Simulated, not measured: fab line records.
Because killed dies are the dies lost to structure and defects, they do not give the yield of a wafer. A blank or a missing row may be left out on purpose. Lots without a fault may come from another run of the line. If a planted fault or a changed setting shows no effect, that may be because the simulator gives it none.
fab line records -- flow sky130
record lots=12, wafers=36, last-day=50
route steps=708 shown SONOS_ONO@181 POLY_GATE@230 SD_N@349 PAD_OPEN@708
lots untouched by any fault: they come from a run of this same line in which no faults occurred
start-h: start of the lot's first displayed wafer, in hours after the record's first day -- wait-h: hours elapsed since this lot's preceding step -- " repeats the value in the row above -- L1.1+2: several wafers, shown together as one row -- - value missing, or start not given -- * or withheld: withheld -- < > ~ a bound
route shown NAME@n: a module of which the file shows steps, and the number in the route of the first -- usual: the fault-free wafers' mean and standard deviation -- same: alike in all rows -- chamber/n: place in a boat -- sites: the reading at each site -- _std_site: standard deviation of those values -- _edge_site: the outer-site mean with the inner-site mean subtracted -- radius-mm: for every site, how far away it sits from the centre of the wafer -- mask NAME#n: copy n -- behind: the tool/chamber that last shaped the wafer -- hold: what put the lot on hold/how long, in hours/how the hold closed -- device: whichever transistor did not switch (one of n, p or np) -- end of line: the same wafers' tests at the end of the route -- a step with no rows: only its recipe -- killed: dies lost to structure and defects at the first sort, not the wafer's yield -- map: shows each die of a wafer: x if killed, . if not, _ if none is there
set.NAME: the setting that was run; set.NAME@STEP: the one run at that earlier step -- model.NAME: the simulator's own value behind a step, which no gauge read
route steps across a sampled set of lots; one table per step, one row per wafer
services: from which hour (start-h, from the record's first day; less than 0 if before it) a tool's chamber was out of use, for how many hours, and why
## steps
# step SKY_SONOS_ONO_CD_MEAS_13
# recipe target-cd-nm=410
# usual cd-nm=410.3/2.4
lot.wafer,tool,chamber,start-h,wait-h,cd-nm
L452.2,cd-sem-01,-,282.91,0.1,415.5
L452.4,cd-sem-01,-,282.91,0.1,417.8
L452.6,cd-sem-01,-,282.91,0.1,412.6
L453.1,cd-sem-02,-,294.07,0.1,406.8
L453.2,cd-sem-02,-,294.07,0.1,405.9
L453.6,cd-sem-02,-,294.07,0.1,406.1
L455.2,cd-sem-01,-,308.74,0.1,413.9
L455.4,cd-sem-01,-,308.74,0.1,415.0
L455.5,cd-sem-01,-,308.74,0.1,413.0
L456.1,cd-sem-01,-,318.17,0.1,410.2
L456.3,cd-sem-01,-,318.17,0.1,409.5
L456.5,cd-sem-01,-,318.17,0.1,410.6
L458.1,cd-sem-01,-,340.09,0.1,411.3
L458.3,cd-sem-01,-,340.09,0.1,410.8
L458.6,cd-sem-01,-,340.09,0.1,412.0
L466.2,cd-sem-01,-,409.59,0.1,412.0
L466.3,cd-sem-01,-,409.59,0.1,411.5
L466.6,cd-sem-01,-,409.59,0.1,411.3
L467.2,cd-sem-02,-,415.52,0.1,406.8
L467.3,cd-sem-02,-,415.52,0.1,407.1
L467.5,cd-sem-02,-,415.52,0.1,409.0
L470.1,cd-sem-01,-,447.85,0.1,409.1
L470.3,cd-sem-01,-,447.85,0.1,407.8
L470.6,cd-sem-01,-,447.85,0.1,407.9
L471.3,cd-sem-01,-,454.44,0.1,410.7
L471.4,cd-sem-01,-,454.44,0.1,412.4
L471.6,cd-sem-01,-,454.44,0.1,408.6
L472.2,cd-sem-02,-,460.17,0.1,409.6
L472.3,cd-sem-02,-,460.17,0.1,410.4
L472.5,cd-sem-02,-,460.17,0.1,409.1
L473.3,cd-sem-01,-,471.96,0.1,409.2
L473.5,cd-sem-01,-,471.96,0.1,407.4
L473.6,cd-sem-01,-,471.96,0.1,408.0
L474.2,cd-sem-02,-,472.89,0.1,411.2
L474.4,cd-sem-02,-,472.89,0.1,410.3
L474.6,cd-sem-02,-,472.89,0.1,409.4
# step SKY_POLY_GATE_ETCH_16
# recipe stop-on=poly-Si, chemistry=CH3F/O2, target=Si3N4, source-w=400, bias-w=80, pressure-mtorr=25, ch3f-flow-sccm=40, O2_flow_sccm=30, time-s=147.5, target-depth-a=750
# usual O2_flow_sccm=30.00/0.088, bias-w=79.98/0.24, drypump-motor-current-A=5.79/0.3, oes-product-au=0.642/0.0048, throttle-valve-pct=10.535/0.01
lot.wafer,tool,chamber,start-h,wait-h,O2_flow_sccm,bias-w,drypump-motor-current-A,oes-product-au,rf-hours-counter-h,throttle-valve-pct
L452.2,rie-diel-02,1,371.18,0.0,30.11,80.24,5.74,0.640,2,10.540
L452.4,rie-diel-02,0,371.18,0.0,29.99,80.12,6.28,0.642,82,10.531
L452.6,rie-diel-02,0,371.18,0.0,29.87,80.17,6.27,0.643,-,10.524
L453.1,rie-diel-01,1,382.38,0.0,29.90,79.90,5.61,0.640,40,10.534
L453.2,rie-diel-01,2,382.38,0.0,29.97,79.87,5.54,0.637,6,10.530
L453.6,rie-diel-01,2,382.38,0.0,30.04,79.88,5.55,0.638,-,10.531
L455.2,rie-diel-03,0,407.88,0.0,29.88,80.20,6.07,0.639,79,10.521
L455.4,rie-diel-03,0,407.88,0.0,30.12,80.58,6.08,0.640,-,10.543
L455.5,rie-diel-03,1,407.88,0.0,30.01,79.84,5.09,0.637,-,10.542
L456.1,rie-diel-01,3,412.31,0.0,30.03,79.56,6.25,0.640,9,10.538
L456.3,rie-diel-01,2,412.31,0.0,29.97,79.80,5.56,0.637,6,10.542
L456.5,rie-diel-01,0,412.31,0.0,29.87,80.01,5.93,0.642,-,10.536
L458.1,rie-diel-01,3,444.43,0.0,30.06,79.96,6.21,0.641,9,10.524
L458.3,rie-diel-01,2,444.43,0.0,29.98,79.93,5.58,0.645,7,10.527
L458.6,rie-diel-01,3,444.43,0.0,29.99,79.86,6.24,0.643,-,10.533
L466.2,rie-diel-01,1,507.53,0.0,-,-,-,-,-,-
L466.3,rie-diel-01,2,507.53,0.0,-,-,-,-,-,-
L466.6,rie-diel-01,0,507.53,0.0,-,-,-,-,-,-
L467.2,rie-diel-01,0,515.63,0.0,-,-,-,-,-,-
L467.3,rie-diel-01,2,515.63,0.0,-,-,-,-,-,-
L467.5,rie-diel-01,1,515.63,0.0,-,-,-,-,-,-
L470.1,rie-diel-01,1,547.67,0.0,29.99,79.91,5.55,0.643,42,10.508
L470.3,rie-diel-01,2,547.67,0.0,29.92,79.78,5.59,0.641,8,10.542
L470.6,rie-diel-01,3,547.67,0.0,29.82,80.19,6.21,0.651,-,10.534
L471.3,rie-diel-03,1,553.41,0.0,30.05,79.41,5.11,0.643,0,10.529
L471.4,rie-diel-03,2,553.41,0.0,30.02,79.43,5.51,0.641,8,10.525
L471.6,rie-diel-03,0,553.41,0.0,30.13,79.75,6.04,0.638,-,10.552
L472.2,rie-diel-02,3,559.27,0.0,30.12,80.20,5.63,0.646,66,10.537
L472.3,rie-diel-02,1,559.27,0.0,30.10,80.20,5.69,0.649,6,10.545
L472.5,rie-diel-02,1,559.27,0.0,29.93,80.02,5.70,0.643,-,10.565
L474.2,rie-diel-01,2,598.26,0.0,29.96,80.11,5.54,0.636,9,10.543
L474.4,rie-diel-01,0,598.26,0.0,29.98,80.06,5.95,0.643,46,10.546
L474.6,rie-diel-01,2,598.26,0.0,29.93,79.96,5.56,0.641,-,10.529
L473.3,rie-diel-02,0,598.43,0.0,30.09,80.18,6.25,0.643,0,10.541
L473.5,rie-diel-02,2,598.43,0.0,29.81,79.89,5.84,0.640,-,10.533
L473.6,rie-diel-02,3,598.43,0.0,30.03,80.34,5.64,0.644,-,10.521
# step SKY_POLY_GATE_STRIP_18
# recipe chemistry=O2/N2, power-w=1400, pressure-mtorr=1500, platen-temp-c=withheld, o2-flow-sccm=3000, n2-flow-sccm=300, overash-fraction=0.5
# usual drypump-motor-current-A=5.9/0.36, o2-flow-sccm=3001/9.6, oes-product-au=0.361/0.0045, strip-time-to-endpoint-s=3.182/0.029
lot.wafer,tool,chamber,start-h,wait-h,drypump-motor-current-A,o2-flow-sccm,oes-product-au,rf-hours-counter-h,strip-time-to-endpoint-s
L452.2,plasma-asher-03,0,371.33,0.0,5.6,2992,0.358,68,3.192
L452.4,plasma-asher-03,1,371.33,0.0,6.4,3007,0.362,-,3.193
L452.6,plasma-asher-03,0,371.33,0.0,5.6,3002,0.350,-,3.174
L453.1,plasma-asher-02,1,382.54,0.0,6.0,3000,0.368,26,3.217
L453.2,plasma-asher-02,0,382.54,0.0,5.8,3001,0.358,26,3.184
L453.6,plasma-asher-02,0,382.54,0.0,5.8,2991,0.358,-,3.206
L455.2,plasma-asher-03,0,408.03,0.0,5.6,2994,0.357,71,3.189
L455.4,plasma-asher-03,0,408.03,0.0,5.6,2990,0.360,-,3.197
L455.5,plasma-asher-03,1,408.03,0.0,6.3,2998,0.363,-,3.129
L456.1,plasma-asher-02,0,412.46,0.0,5.8,3001,0.363,30,3.219
L456.3,plasma-asher-02,1,412.46,0.0,6.1,3013,0.358,-,3.230
L456.5,plasma-asher-02,1,412.46,0.0,6.1,3005,0.362,-,3.230
L458.1,plasma-asher-03,1,444.59,0.0,6.3,2994,0.362,75,3.176
L458.3,plasma-asher-03,0,444.59,0.0,5.6,2995,0.362,-,3.180
L458.6,plasma-asher-03,1,444.59,0.0,6.3,2997,0.360,-,3.193
L466.2,plasma-asher-03,1,507.69,0.0,6.3,3005,0.413,80,4.381
L466.3,plasma-asher-03,1,507.69,0.0,6.3,3005,0.409,-,4.353
L466.6,plasma-asher-03,0,507.69,0.0,5.6,3005,0.414,-,4.322
L467.2,plasma-asher-02,1,515.79,0.0,6.1,3011,0.410,40,4.337
L467.3,plasma-asher-02,1,515.79,0.0,6.1,2992,0.410,-,4.325
L467.5,plasma-asher-02,1,515.79,0.0,6.0,2994,0.408,-,4.357
L470.1,plasma-asher-03,1,547.83,0.0,6.4,3003,0.360,84,3.200
L470.3,plasma-asher-03,0,547.83,0.0,5.6,3003,0.355,-,3.212
L470.6,plasma-asher-03,1,547.83,0.0,6.3,2994,0.361,-,3.187
L471.3,plasma-asher-02,1,553.60,0.1,6.1,3012,0.360,-,3.137
L471.4,plasma-asher-02,0,553.60,0.1,5.7,3009,0.361,-,3.180
L471.6,plasma-asher-02,1,553.60,0.1,6.1,3013,0.374,-,3.164
L472.2,plasma-asher-04,1,559.43,0.0,4.9,3024,0.363,13,3.145
L472.3,plasma-asher-04,1,559.43,0.0,4.9,3016,0.355,-,3.147
L472.5,plasma-asher-04,1,559.43,0.0,4.9,3023,0.359,-,3.146
L474.2,plasma-asher-03,0,598.41,0.0,5.6,3000,0.366,90,3.194
L474.4,plasma-asher-03,1,598.41,0.0,6.4,2999,0.360,-,3.127
L474.6,plasma-asher-03,1,598.41,0.0,6.3,2983,0.366,-,3.163
L473.3,plasma-asher-02,1,598.62,0.1,6.1,3008,0.361,-,3.204
L473.5,plasma-asher-02,1,598.62,0.1,6.1,2997,0.368,-,3.129
L473.6,plasma-asher-02,0,598.62,0.1,5.8,3011,0.364,-,3.182
# step SKY_SD_N_CD_MEAS_07
# recipe target-cd-nm=380
# usual cd-nm=379.8/2.9
lot.wafer,tool,chamber,start-h,wait-h,cd-nm
L452.2,cd-sem-02,-,646.91,0.1,384.3
L452.4,cd-sem-02,-,646.91,0.1,382.8
L452.6,cd-sem-02,-,646.91,0.1,381.5
L453.1,cd-sem-02,-,681.34,0.1,382.0
L453.2,cd-sem-02,-,681.34,0.1,379.1
L453.6,cd-sem-02,-,681.34,0.1,379.4
L455.2,cd-sem-02,-,682.87,0.1,379.5
L455.4,cd-sem-02,-,682.87,0.1,378.8
L455.5,cd-sem-02,-,682.87,0.1,380.2
L456.1,cd-sem-02,-,684.25,0.1,379.1
L456.3,cd-sem-02,-,684.25,0.1,379.6
L456.5,cd-sem-02,-,684.25,0.1,380.7
L458.1,cd-sem-02,-,714.05,0.1,381.5
L458.3,cd-sem-02,-,714.05,0.1,380.9
L458.6,cd-sem-02,-,714.05,0.1,383.0
L466.2,cd-sem-01,-,768.91,0.1,377.3
L466.3,cd-sem-01,-,768.91,0.1,381.4
L466.6,cd-sem-01,-,768.91,0.1,379.8
L467.2,cd-sem-02,-,776.74,0.1,380.8
L467.3,cd-sem-02,-,776.74,0.1,383.1
L467.5,cd-sem-02,-,776.74,0.1,381.3
L470.1,cd-sem-01,-,804.52,0.1,374.7
L470.3,cd-sem-01,-,804.52,0.1,374.4
L470.6,cd-sem-01,-,804.52,0.1,376.8
L471.3,cd-sem-02,-,806.38,0.1,376.9
L471.4,cd-sem-02,-,806.38,0.1,373.2
L471.6,cd-sem-02,-,806.38,0.1,376.6
L472.2,cd-sem-02,-,812.91,0.1,382.5
L472.3,cd-sem-02,-,812.91,0.1,382.8
L472.5,cd-sem-02,-,812.91,0.1,383.6
L474.2,cd-sem-01,-,850.24,0.1,372.4
L474.4,cd-sem-01,-,850.24,0.1,373.6
L474.6,cd-sem-01,-,850.24,0.1,374.0
L473.3,cd-sem-02,-,852.06,0.1,384.4
L473.5,cd-sem-02,-,852.06,0.1,382.4
L473.6,cd-sem-02,-,852.06,0.1,385.5
# step SKY_PAD_OPEN_PROBE_99
# usual killed_at_M0_to_M3=45/7.9, killed_at_M4_up=2.9/1.8, killed-at-contacts=25/5.5, killed-at-front-end=16/4.4, killed-at-other=0.3/0.58, killed-dies=89/9.4, killed-on-rim=18/3.9, killed-open=49/6.8, killed-short=40/6.3
# same gross-dies=492, killed-at-back-side=0
lot.wafer,tool,chamber,start-h,wait-h,killed_at_M0_to_M3,killed_at_M4_up,killed-at-contacts,killed-at-front-end,killed-at-other,killed-dies,killed-on-rim,killed-open,killed-short
L466.2,prober-01,-,1159.06,0.1,53,1,20,417,1,492,96,50,37
L466.3,prober-01,-,1159.11,0.2,50,0,25,415,2,492,96,49,41
L466.6,prober-01,-,1159.26,0.2,50,3,25,414,0,492,96,49,43
L467.2,prober-02,-,1166.84,0.1,39,6,11,436,0,492,96,43,34
L467.3,prober-02,-,1166.89,0.2,40,2,28,422,0,492,96,56,40
L467.5,prober-02,-,1166.99,0.2,51,5,24,412,0,492,96,46,48
# killed by level:class
L466.2 POLY_GATE:area-etch=404 VIA1:geometric-particle:open=12 VIA3:geometric-particle:open=9 METAL1:geometric-particle:short=8 CONTACT:geometric-particle:open=8 LI_CONTACT:geometric-particle:open=7 VIA1:geometric-particle:short=6 VIA2:geometric-particle:open=5
L466.3 POLY_GATE:area-etch=402 CONTACT:geometric-particle:open=10 VIA1:geometric-particle:open=9 VIA1:geometric-particle:short=8 VIA2:geometric-particle:open=7 CONTACT:geometric-particle:short=5 METAL1:geometric-particle:short=5 VIA3:geometric-particle:short=5
L466.6 POLY_GATE:area-etch=400 VIA1:geometric-particle:open=12 CONTACT:geometric-particle:open=11 VIA2:geometric-particle:open=7 METAL1:geometric-particle:short=7 LI_CONTACT:geometric-particle:open=6 VIA1:geometric-particle:short=6 METAL2:geometric-particle:short=6
L467.2 POLY_GATE:area-etch=415 FIELD_ISO:geometric-particle:open=10 VIA1:geometric-particle:open=8 VIA2:geometric-particle:open=7 LI_CONTACT:geometric-particle:open=6 METAL1:geometric-particle:short=6 FIELD_ISO:geometric-particle:short=4 VIA2:geometric-particle:short=4
L467.3 POLY_GATE:area-etch=396 CONTACT:geometric-particle:open=10 VIA1:geometric-particle:open=8 FIELD_ISO:geometric-particle:open=7 METAL2:geometric-particle:short=7 FIELD_ISO:geometric-particle:short=6 LI_CONTACT:geometric-particle:open=6 LOCAL_INTERCONNECT:geometric-particle:short=6
L467.5 POLY_GATE:area-etch=396 LI_CONTACT:geometric-particle:open=9 METAL2:geometric-particle:short=8 VIA3:geometric-particle:open=7 VIA2:geometric-particle:open=7 FIELD_ISO:geometric-particle:short=6 VIA1:geometric-particle:open=6 LOCAL_INTERCONNECT:geometric-particle:short=5
## services
tool,chamber,start-h,hours,kind
rie-diel-01,0,376.72,9.9,repair
rie-diel-03,-,379.79,2.8,pm
rie-diel-03,3,398.28,12.8,repair
plasma-asher-04,-,405.52,1.9,repair
plasma-asher-04,-,421.25,9.0,pm
rie-diel-01,0,477.66,2.9,repair
rie-diel-02,-,478.68,2.8,pm
plasma-asher-03,-,492.14,4.3,pm
plasma-asher-03,-,497.83,2.8,pm
rie-diel-01,-,519.38,28.1,pm
rie-diel-03,1,526.84,-,clean
rie-diel-03,1,526.84,22.1,scheduled-down
rie-diel-03,1,526.84,22.1,vent-cycle
rie-diel-02,2,536.14,-,clean
rie-diel-02,2,536.14,21.8,scheduled-down
rie-diel-02,2,536.14,21.8,vent-cycle
rie-diel-03,-,546.05,0.2,repair
rie-diel-02,-,557.79,0.4,repair
rie-diel-02,0,558.24,-,clean
rie-diel-02,0,558.24,21.1,scheduled-down
rie-diel-02,0,558.24,21.1,vent-cycle
rie-diel-01,-,563.39,2.8,pm
rie-diel-01,1,567.16,6.1,repair
rie-diel-02,-,592.47,1.2,repair
## key
first-sign step=SKY_POLY_GATE_ETCH_16, reading=tool-record, direction=missing
effect step=SKY_POLY_GATE_STRIP_18, reading=strip-time-to-endpoint-s, direction=up, sigmas=40, usual=*, struck=*
effect step=SKY_PAD_OPEN_PROBE_99, reading=killed-at-front-end, direction=up, sigmas=93, usual=16, struck=419
more-kills-born-at SKY_POLY_GATE_ETCH_16@rie-diel-01=2405
met-at SKY_POLY_GATE_ETCH_16
struck-lots L466,L467
later-rows-left-out L466.2,L466.3,L466.6,L467.2,L467.3,L467.5
tester-left-out L466,L467
not-acting-at SKY_SONOS_ONO_CD_MEAS_13,SKY_SD_N_CD_MEAS_07
onset-between 444.43 507.53
fault kind=skipped-step-whole, tool=rie-diel-01, chamber=-, onset-h=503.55, steps=SKY_POLY_GATE_ETCH_16, scope=struck-lots-only
# tester-left-out: of these lots the tester's yield and bins aren't shown, on N5 and GAA mostly nor the transistor test; their killed dies are dies lost to structure and defects alone, not to doping, threshold or leakage, so they don't give the yield
# later-rows-left-out: the simulator's readings of these wafers behind a module that went badly wrong aren't trusted and aren't shown, but for the sort
